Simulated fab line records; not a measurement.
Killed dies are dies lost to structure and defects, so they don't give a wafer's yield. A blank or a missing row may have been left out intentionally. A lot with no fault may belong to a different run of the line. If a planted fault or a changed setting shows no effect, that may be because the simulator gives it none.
Chamber matching / flow gf180mcu / GF_V3_CMP_04 on cmp-01 has 4 sister chambers
The step polishes SiO2. 4 wafers are shown with their chamber, then 12 later ones without.

WAFERS WITH THEIR CHAMBER
wafer=L080.2; chamber=3; motorCurrentA (A)=11.8
wafer=L082.6; chamber=0; motorCurrentA (A)=13.0
wafer=L083.5; chamber=2; motorCurrentA (A)=11.0
wafer=L083.6; chamber=1; motorCurrentA (A)=13.4

WAFERS MISSING THEIR CHAMBER
wafer=L085.3; motorCurrentA (A)=12.3
wafer=L085.5; motorCurrentA (A)=13.2
wafer=L085.6; motorCurrentA (A)=10.4
wafer=L090.3; motorCurrentA (A)=11.3
wafer=L090.4; motorCurrentA (A)=12.6
wafer=L090.6; motorCurrentA (A)=13.5
wafer=L092.2; motorCurrentA (A)=12.2
wafer=L092.4; motorCurrentA (A)=12.8
wafer=L092.6; motorCurrentA (A)=12.9
wafer=L096.1; motorCurrentA (A)=11.5
wafer=L096.3; motorCurrentA (A)=12.0
wafer=L096.6; motorCurrentA (A)=11.2

EACH ONE'S CHAMBER
wafer=L085.3; from the rows above=can't be placed: 3 or 0 or 1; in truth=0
wafer=L085.5; from the rows above=can't be placed: 0 or 1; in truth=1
wafer=L085.6; from the rows above=2; in truth=2
wafer=L090.3; from the rows above=can't be placed: 2 or 3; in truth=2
wafer=L090.4; from the rows above=can't be placed: 0 or 3 or 1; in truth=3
wafer=L090.6; from the rows above=can't be placed: 1 or 0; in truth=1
wafer=L092.2; from the rows above=can't be placed: 3 or 0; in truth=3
wafer=L092.4; from the rows above=can't be placed: 0 or 1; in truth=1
wafer=L092.6; from the rows above=can't be placed: 0 or 1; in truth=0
wafer=L096.1; from the rows above=can't be placed: 3 or 2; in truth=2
wafer=L096.3; from the rows above=3; in truth=3
wafer=L096.6; from the rows above=can't be placed: 2 or 3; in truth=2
2 of 12 placed correctly. From these rows, 10 cannot be placed; in 10 the true chamber is one of the candidates. 0 placed wrongly.
How it was worked out, from the rows above alone: a wafer's distance from a chamber is the root of the sum, over the readings, of the square of ((its reading less the chamber's mean) divided by the reading's scatter). If the next closest chamber is less than 2 further off than the closest, the wafer can't be placed; otherwise it belongs to the closest. A chamber's mean is the mean of its shown wafers. The scatter: root of mean squared gap, hidden wafer to nearest shown wafer, with one shown wafer a chamber.
